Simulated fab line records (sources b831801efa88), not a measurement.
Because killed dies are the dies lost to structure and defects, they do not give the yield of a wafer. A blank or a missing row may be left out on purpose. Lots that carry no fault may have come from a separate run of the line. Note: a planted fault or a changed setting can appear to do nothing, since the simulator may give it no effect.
fab line records	flow sky130
record lots=10	wafers=30	lastDay=50
route steps=708 shown VT_ADJUST_HVTP@92 SPACER@304 METAL1@451 PAD_OPEN@708
lots that met no fault: taken from a fault-free run of the same line
startH: the number of hours between the record's first day and the start of the first shown wafer of the lot	waitH: how many hours have passed since the lot's step before this one	" unchanged from the row above	L1.1+2: a row that stands for several wafers	- value missing, or start not given	* or withheld: withheld	< > ~ a bound
route shown NAME@n: a module of which the file shows steps, and the number in the route of the first	usual: mean and standard deviation over wafers with no fault	same: alike in all rows	chamber/n: place in a boat	sites: each site's reading	_std_site: the standard deviation of these	_edge_site: the outer-site mean with the inner-site mean subtracted	radiusMm: for every site, how far away it sits from the centre of the wafer	mask NAME#n: copy n	behind: the tool/chamber that last shaped the wafer	hold: cause of the lot's hold/its duration in hours/its outcome	device: the transistor (n, p or np) that didn't switch	end of line: tests run on the same wafers once the route is complete	where a step has no rows: the recipe by itself	killed: the dies lost at the first sort to structure and to defects; this is not the yield of the wafer	map: per-die view of a wafer (x killed, . not killed, _ where there is no die)
set.NAME: the run value of the setting; set.NAME@STEP: its run value at that earlier step	model.NAME: the simulator's own value behind a step, which no gauge read
a sample of lots followed through the steps of the route, with each step as a table and each wafer as a row
services: from which hour (startH, from the record's first day; less than 0 if before it) a tool's chamber was out of use, for how many hours, and why
## steps
# step SKY_VT_ADJUST_HVTP_CD_MEAS_07
# recipe targetCdNm=380
# usual cdNm=380.3/1.9
lot.wafer	tool	chamber	startH	waitH	cdNm
L646.4	cdSem-02	-	128.74	0.1	378.2
L646.5	"	-	"	"	379.8
L646.6	"	-	"	"	378.7
L648.1	cdSem-01	-	137.94	0.1	382.0
L648.4	"	-	"	"	382.7
L648.6	"	-	"	"	382.6
L649.1	cdSem-02	-	141.13	0.1	381.2
L649.3	"	-	"	"	383.0
L649.4	"	-	"	"	381.2
L651.1	cdSem-02	-	160.29	0.1	383.1
L651.2	"	-	"	"	381.5
L651.3	"	-	"	"	383.5
L653.3	cdSem-02	-	169.52	0.1	381.7
L653.4	"	-	"	"	381.5
L653.6	"	-	"	"	381.4
L656.2	cdSem-01	-	182.25	0.1	380.7
L656.4	"	-	"	"	383.1
L656.5	"	-	"	"	382.7
L658.3	cdSem-02	-	203.33	0.1	382.2
L658.4	"	-	"	"	380.0
L658.6	"	-	"	"	380.6
L664.1	cdSem-02	-	244.45	0.1	379.3
L664.5	"	-	"	"	382.0
L664.6	"	-	"	"	378.7
L665.1	cdSem-02	-	249.23	0.1	381.6
L665.3	"	-	"	"	378.6
L665.5	"	-	"	"	379.4
L667.1	cdSem-02	-	269.53	0.1	378.2
L667.3	"	-	"	"	374.7
L667.6	"	-	"	"	377.7
# step SKY_VT_ADJUST_HVTP_STRIP_10
# recipe chemistry=O2/N2	powerW=1400	pressureMtorr=1500	platenTempC=withheld	o2FlowSccm=3000	n2FlowSccm=300	overashFraction=0.5
# usual drypumpMotorCurrentA=5.78/0.27	n2FlowSccm=300.1/0.79	oesProductAu=0.716/0.0045	stripTimeToEndpointS=14.17/0.046
lot.wafer	tool	chamber	startH	waitH	drypumpMotorCurrentA	n2FlowSccm	oesProductAu	rfHoursCounterH	stripTimeToEndpointS
L646.4	plasmaAsher-04	0	129.02	0.1	5.57	300.6	0.707	-	14.21
L646.5	"	1	"	"	6.11	299.9	0.711	-	14.20
L646.6	"	0	"	"	5.55	299.9	0.712	-	14.23
L648.1	plasmaAsher-03	0	138.25	0.1	6.11	300.2	0.720	46	14.18
L648.4	"	1	"	"	5.42	298.6	0.714	-	14.20
L648.6	"	1	"	"	5.42	299.1	0.712	-	14.14
L649.1	plasmaAsher-03	0	141.44	0.1	6.13	300.9	0.715	46	14.16
L649.3	"	1	"	"	5.43	300.8	0.717	-	14.12
L649.4	"	0	"	"	6.13	300.8	0.718	-	14.14
L651.1	plasmaAsher-01	1	160.60	0.1	5.85	300.1	0.710	35	14.22
L651.2	"	0	"	"	5.61	300.3	0.722	35	14.15
L651.3	"	1	"	"	5.86	300.3	0.719	-	14.18
L653.3	plasmaAsher-04	1	169.82	0.1	6.08	299.4	0.711	-	14.16
L653.4	"	0	"	"	5.58	299.4	0.713	-	14.15
L653.6	"	1	"	"	6.09	299.3	0.713	-	14.12
L656.2	plasmaAsher-03	1	182.54	0.1	5.44	299.9	0.718	50	14.15
L656.4	"	1	"	"	5.44	299.2	0.712	-	14.14
L656.5	"	1	"	"	5.45	300.4	0.718	-	14.13
L658.3	plasmaAsher-04	0	203.66	0.1	5.57	299.8	0.714	-	14.26
L658.4	"	1	"	"	6.09	298.9	0.709	-	14.27
L658.6	"	1	"	"	6.08	299.0	0.715	-	14.24
L664.1	plasmaAsher-01	1	244.76	0.1	5.86	301.6	0.717	43	14.20
L664.5	"	0	"	"	5.59	302.2	0.716	-	14.16
L664.6	"	1	"	"	5.86	300.3	0.716	-	14.19
L665.1	plasmaAsher-04	1	249.54	0.1	6.09	300.0	0.710	12	14.10
L665.3	"	0	"	"	5.57	300.2	0.719	-	14.13
L665.5	"	0	"	"	5.57	300.4	0.714	-	14.10
L667.1	plasmaAsher-04	0	269.84	0.1	5.59	300.5	0.718	14	14.11
L667.3	"	1	"	"	6.09	300.6	0.713	-	14.12
L667.6	"	0	"	"	5.58	299.8	0.719	-	14.19
# step SKY_SPACER_CVD_00
# recipe material=Si3N4	precursor=DCS/NH3	targetThkNm=43.1	tempC=770	timeS=740	pressureMtorr=250
# usual spikeTcUpperC=769.7/1	zonePowerUpperPct=12.3/0.35
lot.wafer	tool	chamber	startH	waitH	spikeTcUpperC	zonePowerUpperPct
L646.4	lpcvd-02	0	526.19	0.0	768.6	12.8
L646.5	"	0	"	"	770.2	12.5
L646.6	"	0	"	"	769.5	12.6
L649.1	lpcvd-02	1	553.99	0.0	770.0	11.8
L649.3	"	1	"	"	771.4	11.8
L649.4	"	1	"	"	770.6	12.0
L648.1	lpcvd-02	1	555.19	0.2	769.0	11.9
L648.4	"	1	"	"	769.7	11.9
L648.6	"	1	"	"	770.7	11.8
L651.1	lpcvd-02	1	577.93	0.0	771.2	11.6
L651.2	"	1	"	"	770.7	12.2
L651.3	"	1	"	"	769.5	12.1
L653.3	lpcvd-02	1	587.50	1.4	770.5	12.0
L653.4	"	1	"	"	771.3	11.9
L653.6	"	1	"	"	770.4	12.0
L656.2	lpcvd-02	0	611.35	1.0	772.0	12.5
L656.4	"	0	"	"	769.6	12.5
L656.5	"	0	"	"	768.8	12.6
L658.3	lpcvd-02	0	638.86	1.4	769.1	12.7
L658.4	"	0	"	"	770.4	12.5
L658.6	"	0	"	"	770.9	12.6
L664.1	lpcvd-02	0	688.24	0.0	768.7	12.6
L664.5	"	0	"	"	768.5	12.7
L664.6	"	0	"	"	769.7	12.7
L665.1	lpcvd-02	0	692.58	0.0	766.9	12.5
L665.3	"	0	"	"	768.4	12.5
L665.5	"	0	"	"	769.9	12.6
L667.1	lpcvd-02	0	715.59	0.5	766.1	12.7
L667.3	"	0	"	"	769.0	12.5
L667.6	"	0	"	"	767.7	12.6
# step SKY_SPACER_THK_MEAS_01
# recipe reads=Si3N4_of_SPACER_CVD_00
# usual SPACER_CVD_00_THK=42.9/0.42
lot.wafer	tool	chamber	startH	waitH	SPACER_CVD_00_THK[nm]
L646.4	filmMetro-04	-	527.42	0.0	42.3
L646.5	"	-	"	"	42.4
L646.6	"	-	"	"	42.8
L649.1	filmMetro-04	-	555.19	0.0	43.3
L649.3	"	-	"	"	43.4
L649.4	"	-	"	"	43.5
L648.1	filmMetro-01	-	556.40	0.0	42.9
L648.4	"	-	"	"	42.7
L648.6	"	-	"	"	43.1
L651.1	filmMetro-04	-	579.13	0.0	43.1
L651.2	"	-	"	"	43.1
L651.3	"	-	"	"	43.1
L653.3	filmMetro-02	-	588.72	0.0	42.8
L653.4	"	-	"	"	42.7
L653.6	"	-	"	"	42.8
L656.2	filmMetro-04	-	612.57	0.0	44.0
L656.4	"	-	"	"	44.0
L656.5	"	-	"	"	43.7
L658.3	filmMetro-02	-	640.08	0.0	43.5
L658.4	"	-	"	"	43.4
L658.6	"	-	"	"	43.9
L664.1	filmMetro-01	-	689.44	0.0	43.0
L664.5	"	-	"	"	42.8
L664.6	"	-	"	"	42.9
L665.1	filmMetro-02	-	693.78	0.0	42.9
L665.3	"	-	"	"	42.6
L665.5	"	-	"	"	42.8
L667.1	filmMetro-02	-	716.80	0.0	60.7
L667.3	"	-	"	"	60.8
L667.6	"	-	"	"	60.4
# step SKY_SPACER_ETCHBACK_02
# recipe chemistry=CH3F/O2	target=Si3N4	stopOn=SiO2	sourceW=400	biasW=80	pressureMtorr=25	ch3fFlowSccm=40	O2_flow_sccm=30	timeS=46.7	targetDepthA=450
# usual biasW=80.01/0.24	drypumpMotorCurrentA=5.4/0.45	oesProductAu=0.853/0.0071	rfFwdPowerW=396.5/1.7	throttleValvePct=10.564/0.0099
# same timeS=46.7
lot.wafer	tool	chamber	startH	waitH	biasW	drypumpMotorCurrentA	oesProductAu	rfFwdPowerW	rfHoursCounterH	throttleValvePct
L646.4	rieDiel-04	1	527.45	0.0	79.81	4.8	0.841	393.1	8	10.574
L646.5	"	0	"	"	79.93	5.9	0.840	394.5	-	10.543
L646.6	"	1	"	"	80.15	4.8	0.854	392.6	-	10.579
L649.1	rieDiel-02	3	555.25	0.1	79.68	5.6	0.860	394.7	2	10.571
L649.3	"	1	"	"	79.78	6.0	0.857	392.5	59	10.567
L649.4	"	2	"	"	79.65	5.2	0.862	394.2	13	10.579
L648.1	rieDiel-02	2	556.46	0.1	80.01	5.3	0.845	396.3	13	10.550
L648.4	"	1	"	"	79.97	6.0	0.850	392.3	59	10.553
L648.6	"	2	"	"	80.04	5.3	0.859	396.3	-	10.565
L651.1	rieDiel-02	0	579.19	0.1	79.61	5.1	0.856	397.1	58	10.564
L651.2	"	1	"	"	79.99	6.0	0.852	392.0	60	10.569
L651.3	"	3	"	"	79.79	5.5	0.846	398.6	2	10.570
L653.3	rieDiel-02	3	588.76	0.0	80.34	5.5	0.842	395.2	2	10.565
L653.4	"	1	"	"	79.88	6.0	0.844	395.0	60	10.574
L653.6	"	1	"	"	80.15	6.1	0.845	395.1	-	10.564
L656.2	rieDiel-03	2	612.62	0.0	80.17	5.1	0.864	397.4	19	10.554
L656.4	"	0	"	"	79.98	4.8	0.865	396.2	0	10.569
L656.5	"	1	"	"	79.82	5.9	0.871	395.2	-	10.560
L658.3	rieDiel-03	2	640.12	0.0	80.10	5.1	0.862	393.3	19	10.575
L658.4	"	0	"	"	79.90	4.8	0.850	397.4	1	10.545
L658.6	"	0	"	"	80.01	4.8	0.868	396.5	-	10.576
L664.1	rieDiel-03	3	689.50	0.1	80.22	5.2	0.855	396.0	11	10.573
L664.5	"	3	"	"	80.27	5.3	0.849	398.4	-	10.565
L664.6	"	0	"	"	79.58	4.8	0.849	396.7	-	10.556
L665.1	rieDiel-03	1	693.84	0.1	79.78	5.9	0.854	396.5	29	10.560
L665.3	"	0	"	"	80.25	4.8	0.849	393.6	1	10.584
L665.5	"	2	"	"	80.17	5.1	0.852	395.0	-	10.569
L667.1	rieDiel-02	0	716.86	0.1	79.75	5.1	0.985	398.8	0	10.579
L667.3	"	2	"	"	79.63	5.3	1.008	396.1	17	10.577
L667.6	"	3	"	"	80.03	5.5	0.998	398.0	-	10.576
# step SKY_METAL1_DESCUM_17
# recipe chemistry=O2	sourcePowerW=150	biasPowerW=0	pressureMtorr=10	tempC=40	timeS=8
# usual drypumpMotorCurrentA=5.8/0.46	oesProductAu=1.005/0.0088	rfFwdPowerW=147.4/0.61
# same timeS=8
lot.wafer	tool	chamber	startH	waitH	drypumpMotorCurrentA	oesProductAu	rfFwdPowerW	rfHoursCounterH
L646.4	rieMetal-03	1	764.84	0.0	5.8	1.012	148.2	-
L646.5	"	1	"	"	5.8	1.015	147.6	-
L646.6	"	0	"	"	5.7	0.989	147.2	-
L649.1	rieMetal-04	0	790.79	0.0	6.6	1.000	147.8	5
L649.3	"	1	"	"	5.9	1.020	145.7	-
L649.4	"	0	"	"	6.6	1.010	147.1	-
L648.1	rieMetal-01	0	791.79	0.0	6.1	1.007	147.1	3
L648.4	"	0	"	"	6.1	1.005	146.7	-
L648.6	"	1	"	"	5.1	1.009	148.6	-
L651.1	rieMetal-04	1	810.34	0.0	6.0	0.992	146.8	12
L651.2	"	0	"	"	6.6	1.001	147.4	6
L651.3	"	0	"	"	6.6	1.007	147.5	-
L653.3	rieMetal-01	0	820.05	0.0	6.0	0.999	147.5	-
L653.4	"	1	"	"	5.1	1.006	147.4	-
L653.6	"	0	"	"	6.0	0.995	147.6	-
L656.2	rieMetal-01	0	842.79	0.0	6.0	1.004	147.2	5
L656.4	"	1	"	"	5.1	1.010	148.1	-
L656.5	"	1	"	"	5.1	1.006	148.1	-
L658.3	rieMetal-01	0	866.46	0.0	6.0	1.001	147.5	-
L658.4	"	1	"	"	5.1	1.003	148.3	-
L658.6	"	0	"	"	6.0	1.007	147.8	-
L664.1	rieMetal-03	0	910.54	0.0	5.7	0.994	147.9	17
L664.5	"	0	"	"	5.7	0.977	147.7	-
L664.6	"	0	"	"	5.7	0.983	147.3	-
L665.1	rieMetal-03	0	914.70	0.0	5.6	1.004	146.6	17
L665.3	"	0	"	"	5.6	1.000	147.3	-
L665.5	"	0	"	"	5.6	1.001	147.4	-
# step SKY_PAD_OPEN_PROBE_99
# usual killed_at_M0_to_M3=43/6.4	killed_at_M4_up=3.1/2	killedAtContacts=24/5.2	killedAtFrontEnd=15/4.3	killedAtOther=0.2/0.48	killedDies=85/9.7	killedOnRim=17/4.2	killedOpen=47/6.9	killedShort=38/6.7
# same grossDies=492	killedAtBackSide=0
lot.wafer	tool	chamber	startH	waitH	killed_at_M0_to_M3	killed_at_M4_up	killedAtContacts	killedAtFrontEnd	killedAtOther	killedDies	killedOnRim	killedOpen	killedShort
L667.1	prober-01	-	1204.53	0.1	48	3	30	411	0	492	96	60	35
L667.3	prober-01	-	1204.63	0.2	43	5	25	419	0	492	96	44	37
L667.6	prober-01	-	1204.78	0.2	38	2	24	428	0	492	96	33	43
# killed by level:class
L667.1 SPACER:areaEtchback=397 LI_CONTACT:geometricParticle:open=12 VIA1:geometricParticle:open=11 CONTACT:geometricParticle:open=9 VIA2:geometricParticle:open=9 CONTACT:geometricParticle:short=8 POLY_GATE:geometricParticle:open=5 VIA1:geometricParticle:short=5
L667.3 SPACER:areaEtchback=411 VIA1:geometricParticle:open=12 CONTACT:geometricParticle:open=9 CONTACT:geometricParticle:short=7 VIA2:geometricParticle:open=6 VIA2:geometricParticle:short=4 METAL3:geometricParticle:short=4 VIA3:geometricParticle:open=4
L667.6 SPACER:areaEtchback=416 VIA1:geometricParticle:open=10 LI_CONTACT:geometricParticle:open=8 CONTACT:geometricParticle:short=7 VIA2:geometricParticle:short=6 LOCAL_INTERCONNECT:geometricParticle:short=5 METAL2:geometricParticle:short=5 POLY_GATE:geometricParticle:short=4
## services
tool	chamber	startH	hours	kind
plasmaAsher-04	-	108.75	9.0	pm
rieDiel-03	3	118.18	7.9	repair
rieMetal-01	0	147.03	7.1	repair
rieDiel-03	-	154.02	2.8	pm
rieMetal-01	0	226.52	11.2	repair
rieDiel-03	-	273.49	28.1	pm
rieDiel-02	-	292.23	2.6	repair
rieDiel-02	3	321.36	4.5	repair
rieDiel-03	2	321.71	5.3	repair
lpcvd-02	-	406.36	2.8	pm
lpcvd-02	-	457.71	0.2	repair
rieDiel-02	3	475.15	8.9	repair
plasmaAsher-04	-	585.32	3.2	repair
rieDiel-02	-	598.98	2.8	pm
rieDiel-02	-	618.63	2.6	repair
plasmaAsher-04	-	651.72	14.6	pm
rieDiel-02	2	657.27	16.4	repair
rieDiel-02	-	710.49	0.4	repair
plasmaAsher-04	-	727.28	3.2	repair
rieDiel-02	0	728.19	11.0	repair
plasmaAsher-04	-	737.59	2.2	repair
rieDiel-02	1	755.70	6.8	repair
plasmaAsher-04	-	767.10	2.8	pm
rieDiel-02	0	877.67	8.5	repair
## key
firstSign step=SKY_SPACER_THK_MEAS_01	reading=SPACER_CVD_00_THK	direction=up	sigmas=42	usual=42.9	struck=60.6
effect step=SKY_SPACER_ETCHBACK_02	reading=oesProductAu	direction=up	sigmas=20	usual=0.853	struck=0.997
effect step=SKY_PAD_OPEN_PROBE_99	reading=killedAtFrontEnd	direction=up	sigmas=94	usual=15	struck=419
moreKillsBornAt SKY_SPACER_ETCHBACK_02@rieDiel-02=1224
metAt SKY_SPACER_CVD_00
struckLots L667
struckWafers L667.1,L667.3,L667.6
laterRowsLeftOut L667.1,L667.3,L667.6
testerLeftOut L667
notActingAt SKY_VT_ADJUST_HVTP_CD_MEAS_07,SKY_VT_ADJUST_HVTP_STRIP_10,SKY_METAL1_DESCUM_17
onsetBetween 692.58 715.59
alsoFits time
fault kind=processParameterDrift	tool=lpcvd-02	chamber=0	onsetH=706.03	steps=SKY_SPACER_CVD_00	channel=targetThkNm	offset=17.073	shape=step	endH=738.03	actsIn=theseRecipesOnly	stated=43.1
# testerLeftOut: of these lots the tester's yield and bins aren't shown, on N5 and GAA mostly nor the transistor test; their killed dies are dies lost to structure and defects alone, not to doping, threshold or leakage, so they don't give the yield
# laterRowsLeftOut: the simulator's readings of these wafers behind a module that went badly wrong aren't trusted and aren't shown, but for the sort
